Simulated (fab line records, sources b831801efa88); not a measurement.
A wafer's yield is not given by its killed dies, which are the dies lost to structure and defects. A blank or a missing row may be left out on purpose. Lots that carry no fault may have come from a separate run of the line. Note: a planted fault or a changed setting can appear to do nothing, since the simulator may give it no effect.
Which tool was responsible?    flow sky130    72 wafers from 24 lots sampled at 6 of the route's 708 steps

WHAT THE GAUGES SHOWED, per wafer
Not one reading of a measure or inspect step in the record can be checked against a usual standard deviation.

EACH LOT AND THE TOOL THAT RAN IT (in order: tool; ch and the chambers of the sampled wafers; start)
lot   SKY_CONTACT_CVD_24             SKY_METAL1_ETCH_18                 SKY_VIA1_ETCH_15                    SKY_METAL2_SPUTTER_00         SKY_METAL2_SPUTTER_01         SKY_CAPM_CVD_00
L074  cvd_w-02 ch 0, day 32 03:58    rie_metal-02 ch 0,1, day 33 08:01  rie_diel-04 ch 1,2,3, day 34 12:15  pvd_sputter-01, day 34 13:41  pvd_sputter-01, day 34 13:43  pecvd-04 ch 0,2, day 36 21:33
L075  cvd_w-01 ch 0,1, day 32 07:19  rie_metal-02 ch 0,1, day 33 11:29  rie_diel-03 ch 1,2,3, day 34 15:53  pvd_sputter-02, day 34 17:09  pvd_sputter-02, day 34 17:10  pecvd-04 ch 0,1,2, day 37 00:59
L076  cvd_w-01 ch 0,1, day 32 11:33  rie_metal-04 ch 0,1, day 33 15:23  rie_diel-01 ch 0,2,3, day 34 18:48  pvd_sputter-01, day 34 20:05  pvd_sputter-01, day 34 20:06  pecvd-01 ch 0,1,2, day 37 03:39
L077  cvd_w-02 ch 0, day 32 14:34    rie_metal-02 ch 0,1, day 33 17:30  rie_diel-01 ch 0,2, day 34 21:05    pvd_sputter-01, day 34 22:21  pvd_sputter-01, day 34 22:23  pecvd-04 ch 0,1,2, day 37 06:03
L078  cvd_w-01 ch 0,1, day 32 16:07  rie_metal-03 ch 0,1, day 33 19:07  rie_diel-01 ch 1,2,3, day 34 23:36  pvd_sputter-02, day 35 00:55  pvd_sputter-02, day 35 00:56  pecvd-01 ch 0,2, day 37 08:36
L080  cvd_w-02 ch 0,1, day 33 15:44  rie_metal-02 ch 0,1, day 34 18:18  rie_diel-01 ch 0,2, day 35 21:46    pvd_sputter-04, day 35 23:06  pvd_sputter-04, day 35 23:07  pecvd-01 ch 0,1, day 38 05:49
L079  cvd_w-02 ch 0,1, day 33 17:37  rie_metal-03 ch 0,1, day 34 19:47  rie_diel-01 ch 0,1,2, day 35 23:29  pvd_sputter-01, day 36 00:52  pvd_sputter-01, day 36 00:53  pecvd-04 ch 0,1, day 38 08:10
L081  cvd_w-02 ch 0,1, day 33 21:44  rie_metal-04 ch 0,1, day 35 01:13  rie_diel-01 ch 1,3, day 36 04:41    pvd_sputter-04, day 36 05:57  pvd_sputter-04, day 36 05:58  pecvd-01 ch 0,1,2, day 38 12:41
L082  cvd_w-02 ch 0,1, day 34 04:49  rie_metal-02 ch 0,1, day 35 07:25  rie_diel-01 ch 1,2,3, day 36 11:31  pvd_sputter-01, day 36 12:47  pvd_sputter-01, day 36 12:49  pecvd-01 ch 1,2, day 38 19:25
L083  cvd_w-01 ch 0,1, day 34 16:19  rie_metal-02 ch 0,1, day 35 19:34  rie_diel-04 ch 0,1,3, day 36 23:21  pvd_sputter-04, day 37 00:43  pvd_sputter-04, day 37 00:44  pecvd-04 ch 0,1,2, day 39 06:13
L084  cvd_w-01 ch 0,1, day 35 04:33  rie_metal-02 ch 0,1, day 36 07:33  rie_diel-01 ch 0,1,3, day 37 10:34  pvd_sputter-01, day 37 11:50  pvd_sputter-01, day 37 11:52  pecvd-01 ch 0,2, day 39 16:29
L085  cvd_w-02 ch 0,1, day 35 14:58  rie_metal-03 ch 0,1, day 36 17:43  rie_diel-03 ch 0,1,3, day 37 20:41  pvd_sputter-02, day 37 22:04  pvd_sputter-02, day 37 22:05  pecvd-03 ch 1,2, day 40 03:57
L086  cvd_w-01 ch 0,1, day 35 20:14  rie_metal-03 ch 0,1, day 36 23:20  rie_diel-01 ch 0,1, day 38 02:11    pvd_sputter-02, day 38 03:27  pvd_sputter-02, day 38 03:28  pecvd-03 ch 1,2, day 40 08:52
L087  cvd_w-02 ch 0,1, day 36 02:13  rie_metal-04 ch 0,1, day 37 05:23  rie_diel-01 ch 0,3, day 38 08:22    pvd_sputter-02, day 38 09:40  pvd_sputter-02, day 38 09:42  pecvd-03 ch 0,1,2, day 40 14:23
L088  cvd_w-02 ch 0,1, day 36 05:05  rie_metal-03 ch 0,1, day 37 08:25  rie_diel-01 ch 0,1,3, day 38 11:28  pvd_sputter-02, day 38 12:50  pvd_sputter-02, day 38 12:51  pecvd-03 ch 0,1,2, day 40 17:01
L089  cvd_w-01 ch 0,1, day 36 10:25  rie_metal-03 ch 0,1, day 37 13:19  rie_diel-01 ch 0,1,2, day 38 16:21  pvd_sputter-01, day 38 17:38  pvd_sputter-01, day 38 17:40  pecvd-01 ch 0,1,2, day 40 21:35
L090  cvd_w-02 ch 0,1, day 36 21:50  rie_metal-02 ch 0,1, day 38 00:28  rie_diel-04 ch 0,1, day 39 03:00    pvd_sputter-04, day 39 04:18  pvd_sputter-04, day 39 04:19  pecvd-01 ch 0,1,2, day 41 07:43
L091  cvd_w-02 ch 0, day 37 00:34    rie_metal-02 ch 0,1, day 38 03:34  rie_diel-04 ch 0,1,3, day 39 05:52  pvd_sputter-01, day 39 07:10  pvd_sputter-01, day 39 07:11  pecvd-04 ch 0,2, day 41 11:17
L092  cvd_w-01 ch 0,1, day 37 14:53  rie_metal-04 ch 0,1, day 38 17:07  rie_diel-04 ch 0,2,3, day 39 19:18  pvd_sputter-04, day 39 20:34  pvd_sputter-04, day 39 20:36  pecvd-04 ch 0,1, day 41 23:51
L093  cvd_w-02 ch 0,1, day 38 00:17  rie_metal-02 ch 0,1, day 39 02:40  rie_diel-01 ch 0,2,3, day 40 03:49  pvd_sputter-04, day 40 05:05  pvd_sputter-04, day 40 05:07  pecvd-04 ch 0,1,2, day 42 08:08
L094  cvd_w-01 ch 0,1, day 38 00:58  rie_metal-04 ch 0,1, day 39 02:42  rie_diel-04 ch 1,2,3, day 40 04:46  pvd_sputter-01, day 40 06:02  pvd_sputter-01, day 40 06:04  pecvd-01 ch 0,1,2, day 42 09:21
L095  cvd_w-02 ch 0,1, day 38 08:02  rie_metal-04 ch 0,1, day 39 10:21  rie_diel-04 ch 0,1, day 40 12:02    pvd_sputter-04, day 40 13:20  pvd_sputter-04, day 40 13:22  pecvd-04 ch 1,2, day 42 16:20
L096  cvd_w-01 ch 1, day 38 10:21    rie_metal-04 ch 1, day 39 12:05    rie_diel-04 ch 1,2, day 40 14:01    pvd_sputter-04, day 40 15:17  pvd_sputter-04, day 40 15:19  pecvd-03 ch 0,2, day 42 17:48
L097  cvd_w-01 ch 0,1, day 38 21:10  rie_metal-04 ch 0,1, day 39 23:21  rie_diel-01 ch 0,1, day 41 01:08    pvd_sputter-02, day 41 02:24  pvd_sputter-02, day 41 02:25  pecvd-01 ch 1,2, day 43 04:51
- SKY_CONTACT_CVD_24: deposits W, target thk 340 nm, time 102.12 s.
- SKY_METAL1_ETCH_18: etches BARC in N2/H2, stops on SiO2, time 45.9 s, target depth 60 nm.
- SKY_VIA1_ETCH_15: etches SiO2 in C4F8/O2/Ar, stops on TiN, target depth 351 nm, time 54 s.
- SKY_METAL2_SPUTTER_00: material Ti, target thk 15 nm, time 10 s.
- SKY_METAL2_SPUTTER_01: material TiN, target thk 20 nm, time 16.7 s.
- SKY_CAPM_CVD_00: deposits SiO2, target thk 15.5 nm.

AS READ BY THE TOOLS THEMSELVES (means over the sampled wafers that have a number; for cases with no such wafer, the mark the record gives instead)
SKY_CONTACT_CVD_24. Usual: heater_power_w reads 855 W (standard deviation 78).
lot   tool      heater_power_w (W)  flag
L074  cvd_w-02  951                 
L075  cvd_w-01  854                 
L076  cvd_w-01  843                 
L077  cvd_w-02  946                 
L078  cvd_w-01  839                 
L080  cvd_w-02  879                 
L079  cvd_w-02  814                 
L081  cvd_w-02  814                 
L082  cvd_w-02  821                 
L083  cvd_w-01  856                 
L084  cvd_w-01  868                 
L085  cvd_w-02  815                 
L086  cvd_w-01  847                 
L087  cvd_w-02  885                 
L088  cvd_w-02  821                 
L089  cvd_w-01  861                 
L090  cvd_w-02  885                 
L091  cvd_w-02  961                 
L092  cvd_w-01  870                 
L093  cvd_w-02  818                 
L094  cvd_w-01  874                 
L095  cvd_w-02  882                 
L096  cvd_w-01  883                 
L097  cvd_w-01  888                 

SKY_METAL1_ETCH_18. Usual: drypump_motor_current_A 5.4 A, standard deviation 0.62; n2_flow_sccm 99.97 sccm, standard deviation 0.29; oes_product_au 0.855 a.u., standard deviation 0.0042; throttle_valve_pct 13.225 %, standard deviation 0.0086.
lot   tool          drypump_motor_current_A (A)  n2_flow_sccm (sccm)  oes_product_au (a.u.)  throttle_valve_pct (%)  flag
L074  rie_metal-02  5.2                          100.15               0.857                  13.232                  
L075  rie_metal-02  5.2                          100.18               0.854                  13.224                  
L076  rie_metal-04  5.2                          99.72                0.858                  13.229                  
L077  rie_metal-02  5.2                          99.61                0.855                  13.232                  
L078  rie_metal-03  6.1                          99.89                0.851                  13.229                  
L080  rie_metal-02  5.2                          100.02               0.849                  13.228                  
L079  rie_metal-03  5.6                          100.09               0.859                  13.223                  
L081  rie_metal-04  5.6                          99.62                0.855                  13.223                  
L082  rie_metal-02  5.2                          100.17               0.859                  13.219                  
L083  rie_metal-02  5.2                          100.00               0.854                  13.224                  
L084  rie_metal-02  5.2                          99.82                0.856                  13.230                  
L085  rie_metal-03  6.1                          99.97                0.857                  13.226                  
L086  rie_metal-03  6.1                          99.75                0.851                  13.228                  
L087  rie_metal-04  5.2                          99.86                0.857                  13.229                  
L088  rie_metal-03  6.2                          99.93                0.854                  13.222                  
L089  rie_metal-03  6.1                          100.04               0.856                  13.224                  
L090  rie_metal-02  5.2                          99.85                0.854                  13.233                  
L091  rie_metal-02  5.2                          99.95                0.857                  13.223                  
L092  rie_metal-04  5.6                          100.04               0.853                  13.223                  
L093  rie_metal-02  5.3                          100.31               0.856                  13.214                  
L094  rie_metal-04  5.2                          99.85                0.857                  13.229                  
L095  rie_metal-04  5.6                          100.19               0.855                  13.223                  
L096  rie_metal-04  4.7                          100.01               0.860                  13.219                  
L097  rie_metal-04  5.2                          99.98                0.857                  13.227                  

SKY_VIA1_ETCH_15. Usual: oes_product_au reads 0.981 a.u. (standard deviation 0.0065).
lot   tool         oes_product_au (a.u.)  flag
L074  rie_diel-04  0.980                  
L075  rie_diel-03  0.972                  
L076  rie_diel-01  0.979                  
L077  rie_diel-01  0.985                  
L078  rie_diel-01  0.983                  
L080  rie_diel-01  0.991                  
L079  rie_diel-01  0.987                  
L081  rie_diel-01  0.974                  
L082  rie_diel-01  0.981                  
L083  rie_diel-04  0.978                  
L084  rie_diel-01  0.983                  
L085  rie_diel-03  0.980                  
L086  rie_diel-01  0.980                  
L087  rie_diel-01  0.981                  
L088  rie_diel-01  0.982                  
L089  rie_diel-01  0.980                  
L090  rie_diel-04  0.975                  
L091  rie_diel-04  0.981                  
L092  rie_diel-04  0.983                  
L093  rie_diel-01  0.984                  
L094  rie_diel-04  0.983                  
L095  rie_diel-04  0.986                  
L096  rie_diel-04  0.980                  
L097  rie_diel-01  0.984                  

SKY_METAL2_SPUTTER_00. Usual: throttle_valve_pct reads 30.4 % (standard deviation 1.3).
lot   tool            throttle_valve_pct (%)  flag
L074  pvd_sputter-01  30.8                    
L075  pvd_sputter-02  28.9                    
L076  pvd_sputter-01  31.2                    
L077  pvd_sputter-01  30.9                    
L078  pvd_sputter-02  29.7                    
L080  pvd_sputter-04  31.5                    
L079  pvd_sputter-01  31.2                    
L081  pvd_sputter-04  30.7                    
L082  pvd_sputter-01  30.6                    
L083  pvd_sputter-04  31.5                    
L084  pvd_sputter-01  31.1                    
L085  pvd_sputter-02  28.9                    
L086  pvd_sputter-02  28.8                    
L087  pvd_sputter-02  28.8                    
L088  pvd_sputter-02  29.7                    
L089  pvd_sputter-01  30.9                    
L090  pvd_sputter-04  30.7                    
L091  pvd_sputter-01  30.9                    
L092  pvd_sputter-04  30.9                    
L093  pvd_sputter-04  30.0                    
L094  pvd_sputter-01  31.0                    
L095  pvd_sputter-04  31.2                    
L096  pvd_sputter-04  31.7                    
L097  pvd_sputter-02  29.9                    

SKY_METAL2_SPUTTER_01. Usual: throttle_valve_pct reads 30.4 % (standard deviation 1.3).
lot   tool            throttle_valve_pct (%)  flag
L074  pvd_sputter-01  30.6                    
L075  pvd_sputter-02  28.9                    
L076  pvd_sputter-01  31.1                    
L077  pvd_sputter-01  30.9                    
L078  pvd_sputter-02  29.7                    
L080  pvd_sputter-04  31.5                    
L079  pvd_sputter-01  31.2                    
L081  pvd_sputter-04  30.8                    
L082  pvd_sputter-01  30.8                    
L083  pvd_sputter-04  31.6                    
L084  pvd_sputter-01  30.8                    
L085  pvd_sputter-02  28.8                    
L086  pvd_sputter-02  28.8                    
L087  pvd_sputter-02  28.7                    
L088  pvd_sputter-02  29.8                    
L089  pvd_sputter-01  30.8                    
L090  pvd_sputter-04  30.8                    
L091  pvd_sputter-01  31.0                    
L092  pvd_sputter-04  30.8                    
L093  pvd_sputter-04  30.1                    
L094  pvd_sputter-01  31.0                    
L095  pvd_sputter-04  31.4                    
L096  pvd_sputter-04  31.7                    
L097  pvd_sputter-02  30.1                    

SKY_CAPM_CVD_00. Usual: heater_power_w reads 699 W (standard deviation 130).
lot   tool      heater_power_w (W)  flag
L074  pecvd-04  628                 
L075  pecvd-04  712                 
L076  pecvd-01  688                 
L077  pecvd-04  733                 
L078  pecvd-01  686                 
L080  pecvd-01  578                 
L079  pecvd-04  686                 
L081  pecvd-01  622                 
L082  pecvd-01  618                 
L083  pecvd-04  694                 
L084  pecvd-01  665                 
L085  pecvd-03  698                 
L086  pecvd-03  752                 
L087  pecvd-03  824                 
L088  pecvd-03  778                 
L089  pecvd-01  660                 
L090  pecvd-01  653                 
L091  pecvd-04  612                 
L092  pecvd-04  719                 
L093  pecvd-04  690                 
L094  pecvd-01  675                 
L095  pecvd-04  717                 
L096  pecvd-03  906                 
L097  pecvd-01  697                 

THE ANSWER, worked out from the rows above alone
Rule: lot off if the mean of its wafers having a number is beyond 3 standard deviations from the usual mean. Also off: a lot with no number at a reading for which 4 or more lots have one. The other lots that the step has rows for count as sound. After the gauges, taken in route order, come the tools' own readings; for these a lot's mean is taken, as printed above. The first step at which some lot is off is used, and at that step the reading that is off furthest; a lot without a number counts as furthest.
No lot is off at any reading shown: from this, nothing can be told.

WHAT THE SIMULATOR HAD PUT IN
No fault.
